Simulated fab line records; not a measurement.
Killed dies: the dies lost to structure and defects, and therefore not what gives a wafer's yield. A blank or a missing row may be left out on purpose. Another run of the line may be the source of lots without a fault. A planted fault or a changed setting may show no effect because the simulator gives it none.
fab line records	flow sky130
record lots=6	wafers=18	last-day=50
route steps=708 shown VIA2@509 PAD_OPEN@708
lots with no fault: from the same line, run without faults
start-h: the number of hours between the record's first day and the start of the first shown wafer of the lot	wait-h: hours since the lot's step before	" identical to the entry in the row above	L1.1+2: a row that stands for several wafers	- no value, or no start given	* or withheld: withheld	< > ~ a bound
route shown NAME@n: names a module that has steps shown in the file, with the first one's number in the route	usual: the fault-free wafers' mean and standard deviation	same: alike in all rows	chamber/n: place in a boat	sites: each site's reading	_std_site: how widely they spread, as a standard deviation	_edge_site: the outer-site mean with the inner-site mean subtracted	radius-mm: for every site, how far away it sits from the centre of the wafer	mask NAME#n: copy n	behind: the tool/chamber that last shaped the wafer	hold: why the lot went on hold/how many hours it stayed there/how the hold came to an end	device: which transistor (n, p or np) failed to switch	end of line: tests of these same wafers at the route's end	a step with no rows: only its recipe	killed: the dies lost at the first sort to structure and to defects; this is not the yield of the wafer	map: a wafer's dies, x killed, . not, _ none there
set.NAME: the setting the step ran with; set.NAME@STEP: the setting that earlier step ran with	model.NAME: the simulator's own value behind a step, which no gauge read
lots seen at some steps along the route; tables by step, rows by wafer
services: when a tool's chamber went out of use (start-h, in hours from the record's first day, below 0 if earlier), for how many hours, and the reason
## steps
# step SKY_VIA2_CMP_02
# recipe material=SiO2	down-force-psi=4	platen-rpm=60	pad-velocity-m-s=0.94248
# usual motor-current-A=12.6/1.2
lot.wafer	tool	chamber	start-h	wait-h	motor-current-A
L394.2	cmp-01	3	852.00	0.0	13.6
L394.4	"	2	"	"	13.7
L394.5	"	3	"	"	12.9
L396.4	cmp-02	0	870.90	0.1	10.1
L396.2	"	1	"	"	13.5
L396.6	"	0	"	"	10.7
L407.1	cmp-01	3	959.75	1.3	12.7
L407.3	"	1	"	"	11.7
L407.5	"	3	"	"	13.4
L408.2	cmp-01	2	960.75	0.2	14.6
L408.3	"	3	"	"	13.6
L408.6	"	1	"	"	11.9
L410.2	cmp-02	1	964.87	0.1	12.9
L410.5	"	0	"	"	10.9
L410.6	"	1	"	"	13.2
L413.2	cmp-02	1	995.59	0.5	14.0
L413.6	"	2	"	"	13.0
L413.5	"	3	"	"	12.3
# step SKY_VIA2_BOW_MEAS_03
# recipe mode=bow
# usual VIA2_BOW=85/6.7
lot.wafer	tool	chamber	start-h	wait-h	VIA2_BOW[um]
L394.2	film-metro-02	-	852.32	0.3	73
L394.4	"	-	"	"	80
L394.5	"	-	"	"	91
L396.2	film-metro-04	-	871.17	0.2	94
L396.4	"	-	"	"	95
L396.6	"	-	"	"	92
L407.1	film-metro-02	-	960.05	0.2	90
L407.3	"	-	"	"	81
L407.5	"	-	"	"	97
L408.2	film-metro-01	-	960.97	0.2	85
L408.3	"	-	"	"	80
L408.6	"	-	"	"	76
L410.2	film-metro-04	-	965.14	0.2	78
L410.5	"	-	"	"	75
L410.6	"	-	"	"	79
L413.2	film-metro-02	-	995.76	0.1	87
L413.5	"	-	"	"	74
L413.6	"	-	"	"	89
# step SKY_VIA2_DEHYDRATE_04
# recipe temp-c=200	time-s=60
# step SKY_VIA2_HMDS_05
# recipe prime-time-s=60	prime-temp-c=120
# step SKY_VIA2_COAT_06
# recipe resist=BARC	temp-c=withheld	time-s=withheld	spin-rpm=3000	resist-thk-nm=60
# step SKY_VIA2_COAT_07
# recipe resist=KrF-thick	spin-rpm=3000	resist-thk-nm=450
# step SKY_VIA2_SOFTBAKE_08
# recipe temp-c=100	time-s=90	resist=KrF-thick
# step SKY_VIA2_EXPOSE_09
# recipe mask-id=VIM2	na=0.8	source-shape=annular	sigma-inner=0.55	sigma-outer=0.85	target-cd-nm=200	dose-mj=38
# step SKY_VIA2_PEB_10
# recipe peb-temp-c=withheld	peb-time-s=withheld	resist=KrF-thick
# step SKY_VIA2_DEVELOP_11
# recipe develop-time-s=60	resist=KrF-thick	dev-temp-c=21
# step SKY_VIA2_CD_MEAS_12
# recipe target-cd-nm=200
# usual cd-nm=199.8/1.6
lot.wafer	tool	chamber	start-h	wait-h	cd-nm
L394.2	cd-sem-01	-	878.36	-	198.0
L394.4	"	-	"	"	199.1
L394.5	"	-	"	"	200.7
L396.2	cd-sem-01	-	896.40	-	199.2
L396.4	"	-	"	"	199.0
L396.6	"	-	"	"	198.7
L407.1	cd-sem-02	-	984.14	-	200.8
L407.3	"	-	"	"	202.2
L407.5	"	-	"	"	201.5
L408.2	cd-sem-02	-	985.15	-	199.3
L408.3	"	-	"	"	199.9
L408.6	"	-	"	"	200.7
L410.2	cd-sem-01	-	988.47	-	198.7
L410.5	"	-	"	"	198.9
L410.6	"	-	"	"	200.1
L413.2	cd-sem-02	-	1018.51	-	201.5
L413.5	"	-	"	"	202.2
L413.6	"	-	"	"	202.3
# step SKY_VIA2_OVL_MEAS_13
# usual VIA2_OVL=2/4.8
lot.wafer	tool	chamber	start-h	wait-h	VIA2_OVL[nm]
L394.2	overlay-02	-	878.47	0.1	5
L394.4	"	-	"	"	3
L394.5	"	-	"	"	-2
L396.2	overlay-02	-	896.51	0.1	0
L396.4	"	-	"	"	11
L396.6	"	-	"	"	3
L407.1	overlay-01	-	984.26	0.1	3
L407.3	"	-	"	"	3
L407.5	"	-	"	"	0
L408.2	overlay-01	-	985.26	0.1	7
L408.3	"	-	"	"	6
L408.6	"	-	"	"	7
L410.2	overlay-01	-	988.57	0.1	9
L410.5	"	-	"	"	6
L410.6	"	-	"	"	10
L413.2	overlay-01	-	1018.62	0.1	5
L413.5	"	-	"	"	2
L413.6	"	-	"	"	4
# step SKY_VIA2_ETCH_14
# recipe chemistry=N2/H2	target=BARC	ion-energy-ev=200	source-w=500	bias-w=100	pressure-mtorr=30	n2-flow-sccm=100	h2-flow-sccm=200	stop-on=SiO2	time-s=45.9	target-depth-a=600
# usual drypump-motor-current-A=5.7/0.32	oes-product-au=0.854/0.0048	rf-fwd-power-W=495.1/1.7	throttle-valve-pct=13.225/0.0086
lot.wafer	tool	chamber	start-h	wait-h	drypump-motor-current-A	oes-product-au	rf-fwd-power-W	rf-hours-counter-h	throttle-valve-pct	model.KrF-thick_of_VIA2_COAT_07.thk-nm
L394.2	rie-diel-01	0	878.50	0.0	5.6	0.858	494.9	5	13.219	392.3
L394.4	"	2	"	"	5.8	0.853	491.3	6	13.229	392
L394.5	"	3	"	"	6.1	0.850	494.5	-	13.229	390.7
L396.2	rie-diel-01	0	896.54	0.0	5.6	0.843	494.3	5	13.233	390.3
L396.4	"	1	"	"	6.1	0.849	497.2	4	13.225	389.3
L396.6	"	3	"	"	6.1	0.860	493.1	-	13.237	388.1
L407.1	rie-diel-02	3	984.30	0.0	5.5	0.856	494.7	6	13.221	391.7
L407.3	"	1	"	"	5.7	0.855	495.2	20	13.238	390.5
L407.5	"	3	"	"	5.5	0.850	493.2	-	13.210	392.2
L408.2	rie-diel-01	3	985.29	0.0	6.1	0.848	576.6	15	13.233	387.8
L408.3	"	2	"	"	5.8	0.856	570.8	8	13.233	386.5
L408.6	"	2	"	"	5.8	0.855	575.7	-	13.229	387.9
L410.2	rie-diel-01	0	988.60	0.0	5.6	0.843	578.6	7	13.241	386.1
L410.5	"	1	"	"	6.1	0.855	576.7	-	13.210	386.3
L410.6	"	2	"	"	5.9	0.853	575.2	-	13.234	386.4
L413.2	rie-diel-03	1	1018.65	0.0	5.8	0.857	494.6	19	13.218	391.6
L413.5	"	2	"	"	5.2	0.848	495.1	-	13.241	389.3
L413.6	"	3	"	"	6.0	0.849	492.6	-	13.216	390.8
# step SKY_VIA2_ETCH_15
# recipe target=SiO2	chemistry=C4F8/O2/Ar	target-depth-nm=546	stop-on=TiN	mask-material=KrF-thick	source-w=1500	bias-w=1200	pressure-mtorr=40	c4f8-flow-sccm=withheld	O2_flow_sccm=6	Ar_flow_sccm=300	time-s=84
# usual oes-product-au=0.940/0.0045	rf-fwd-power-W=1489/5.1
lot.wafer	tool	chamber	start-h	wait-h	oes-product-au	rf-fwd-power-W	rf-hours-counter-h	model.KrF-thick_of_VIA2_COAT_07.thk-nm
L394.2	rie-diel-01	0	878.54	0.0	0.942	1493	5	284.5
L394.4	"	2	"	"	0.938	1490	6	281.9
L394.5	"	3	"	"	0.937	1489	-	279.4
L396.2	rie-diel-01	0	896.58	0.0	0.934	1487	5	281.5
L396.4	"	1	"	"	0.945	1489	4	279
L396.6	"	3	"	"	0.937	1483	-	275.9
L407.1	rie-diel-02	3	984.34	0.0	0.941	1490	6	285
L407.3	"	1	"	"	0.940	1483	20	280
L407.5	"	3	"	"	0.946	1490	-	285.4
L408.2	rie-diel-01	3	985.33	0.0	0.938	1491	16	278
L408.3	"	2	"	"	0.940	1484	8	278
L408.6	"	2	"	"	0.937	1482	-	279
L410.2	rie-diel-01	0	988.64	0.0	0.944	1496	7	277
L410.5	"	1	"	"	0.933	1490	-	275.6
L410.6	"	2	"	"	0.942	1488	-	277.4
L413.2	rie-diel-03	1	1018.69	0.0	0.947	1498	19	283.2
L413.5	"	2	"	"	0.940	1491	-	278.1
L413.6	"	3	"	"	0.943	1474	-	281.4
# step SKY_VIA2_STRIP_16
# recipe chemistry=O2/N2	power-w=1400	pressure-mtorr=1500	platen-temp-c=withheld	o2-flow-sccm=3000	n2-flow-sccm=300	overash-fraction=0.5
# usual drypump-motor-current-A=5.6/0.61	o2-flow-sccm=3001/8	oes-product-au=0.398/0.0047	strip-time-to-endpoint-s=4.04/0.037
lot.wafer	tool	chamber	start-h	wait-h	drypump-motor-current-A	o2-flow-sccm	oes-product-au	rf-hours-counter-h	strip-time-to-endpoint-s
L394.2	plasma-asher-04	1	878.61	0.0	5.3	2988	0.391	106	4.06
L394.4	"	1	"	"	5.4	2990	0.393	-	4.02
L394.5	"	0	"	"	4.7	2986	0.387	-	4.00
L396.2	plasma-asher-04	1	896.64	0.0	5.4	3002	0.395	109	4.02
L396.4	"	1	"	"	5.4	3000	0.393	-	4.00
L396.6	"	0	"	"	4.7	2998	0.399	-	3.97
L407.1	plasma-asher-03	0	984.40	0.0	5.6	3002	0.397	87	4.06
L407.3	"	0	"	"	5.6	3005	0.393	-	4.01
L407.5	"	1	"	"	5.5	2999	0.395	-	4.06
L408.2	plasma-asher-03	1	985.39	0.0	5.5	3006	0.398	87	3.98
L408.3	"	1	"	"	5.5	3014	0.398	-	3.99
L408.6	"	0	"	"	5.6	3006	0.396	-	3.99
L410.2	plasma-asher-02	1	988.71	0.0	6.1	3014	0.397	55	3.98
L410.5	"	1	"	"	6.0	3008	0.397	-	3.97
L410.6	"	0	"	"	6.6	3002	0.403	-	4.00
L413.2	plasma-asher-04	0	1018.75	0.0	4.7	2991	0.399	121	4.04
L413.5	"	1	"	"	5.4	2995	0.396	-	3.98
L413.6	"	0	"	"	4.7	2999	0.396	-	4.01
# step SKY_PAD_OPEN_PROBE_99
# usual defect-limited-yield=82.9/2	killed_at_M0_to_M3=42/7.6	killed_at_M4_up=2.9/1.7	killed-at-contacts=24/5.1	killed-at-front-end=15/4	killed-at-other=0.2/0.38	killed-dies=84/9.9	killed-open=46/7.2	killed-short=38/6.6	sort_bin_3_pad_short=0.9/0.38	sort_bin_5_function=10.2/1.5	sort_bin_6_memory=6.0/1	sort-n-pass=408/9.9	sort-yield-pct=82.9/2
# same gross-dies=492	killed-at-back-side=0	sort_bin_4_leakage[%]=0	sort_bin_8_speed[%]=0
lot.wafer	tool	chamber	start-h	wait-h	defect-limited-yield[%]	killed_at_M0_to_M3	killed_at_M4_up	killed-at-contacts	killed-at-front-end	killed-at-other	killed-dies	killed-open	killed-short	sort_bin_3_pad_short[%]	sort_bin_5_function[%]	sort_bin_6_memory[%]	sort-n-pass	sort-yield-pct[%]
L394.2	prober-02	-	1102.04	0.1	83.3	40	3	22	17	0	82	41	41	1.4	10.0	5.3	410	83.3
L394.4	prober-02	-	1102.14	0.2	80.5	49	3	24	20	0	96	50	46	0.6	11.2	7.7	396	80.5
L394.5	prober-02	-	1102.19	0.2	82.7	37	2	26	20	0	85	46	39	0.8	10.4	6.1	407	82.7
L408.6	prober-02	-	1182.55	0.2	83.9	37	6	22	14	0	79	40	39	0.8	8.7	6.5	413	83.9
L410.6	prober-02	-	1184.80	0.2	85.4	38	2	18	14	0	72	41	31	0.6	8.7	5.3	420	85.4
# killed by level:class
L394.2 VIA1:geometric-particle:open=8 CONTACT:geometric-particle:open=6 METAL1:geometric-particle:short=6 VIA1:geometric-particle:short=6 FIELD_ISO:geometric-particle:short=5 CONTACT:geometric-particle:short=5 METAL2:geometric-particle:short=5 VIA3:geometric-particle:open=5
L394.4 VIA1:geometric-particle:open=13 CONTACT:geometric-particle:open=8 LOCAL_INTERCONNECT:geometric-particle:short=7 VIA2:geometric-particle:open=7 VIA3:geometric-particle:open=6 METAL1:geometric-particle:short=6 METAL2:geometric-particle:short=6 FIELD_ISO:geometric-particle:open=5
L394.5 VIA1:geometric-particle:open=14 CONTACT:geometric-particle:open=10 METAL1:geometric-particle:short=9 FIELD_ISO:geometric-particle:short=6 POLY_GATE:geometric-particle:open=5 LOCAL_INTERCONNECT:geometric-particle:short=5 FIELD_ISO:geometric-particle:open=4 LI_CONTACT:geometric-particle:short=4
L408.6 VIA1:geometric-particle:open=8 VIA2:geometric-particle:open=7 LI_CONTACT:geometric-particle:open=6 LOCAL_INTERCONNECT:geometric-particle:short=6 CONTACT:geometric-particle:open=5 METAL1:geometric-particle:short=5 METAL2:geometric-particle:short=5 METAL4:geometric-particle:short=5
L410.6 VIA1:geometric-particle:open=10 CONTACT:geometric-particle:open=9 VIA2:geometric-particle:open=8 FIELD_ISO:geometric-particle:short=6 METAL1:geometric-particle:short=5 METAL2:geometric-particle:short=4 FIELD_ISO:geometric-particle:open=3 LOCAL_INTERCONNECT:geometric-particle:open=3
## services
tool	chamber	start-h	hours	kind
cmp-02	-	828.86	4.7	pm
rie-diel-01	-	846.16	13.5	repair
rie-diel-03	-	846.57	0.5	repair
cmp-02	-	865.82	0.8	repair
rie-diel-02	0	866.96	3.0	repair
plasma-asher-02	-	885.60	4.2	repair
plasma-asher-03	-	887.98	2.4	repair
cmp-02	-	900.05	3.6	repair
cmp-02	-	912.00	4.0	pm
cmp-02	-	916.00	-	consumable-replace:conditioner
cmp-02	-	916.00	-	consumable-replace:pad
rie-diel-01	2	917.06	14.8	repair
cmp-02	-	935.29	26.3	pm
plasma-asher-04	-	944.42	2.7	repair
cmp-01	-	957.46	1.4	repair
cmp-01	-	964.94	14.4	pm
rie-diel-03	-	987.54	0.5	repair
cmp-02	-	991.96	1.7	repair
cmp-01	-	993.67	7.0	pm
rie-diel-01	3	1003.60	9.6	repair
rie-diel-03	1	1004.63	4.9	repair
plasma-asher-03	-	1009.94	2.8	pm
rie-diel-02	2	1013.54	2.4	repair
## key
first-sign step=SKY_VIA2_ETCH_14	reading=rf-fwd-power-W	direction=up	sigmas=47	usual=495.1	struck=575.6
effect none on later readings
model-effect step=SKY_VIA2_ETCH_14	value=KrF-thick_of_VIA2_COAT_07.thk-nm	without=393	struck=386.8
model-effect step=SKY_VIA2_ETCH_15	value=KrF-thick_of_VIA2_COAT_07.thk-nm	without=283.7	struck=277.5
met-at SKY_VIA2_ETCH_14
struck-wafers L408.2,L408.3,L408.6,L410.2,L410.5,L410.6
onset-between 896.54 985.29
fault kind=process-parameter-drift	tool=rie-diel-01	chamber=-	onset-h=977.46	steps=SKY_VIA2_ETCH_14	channel=source-w	offset=80	shape=step	end-h=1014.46	acts-in=these-recipes-only	stated=500
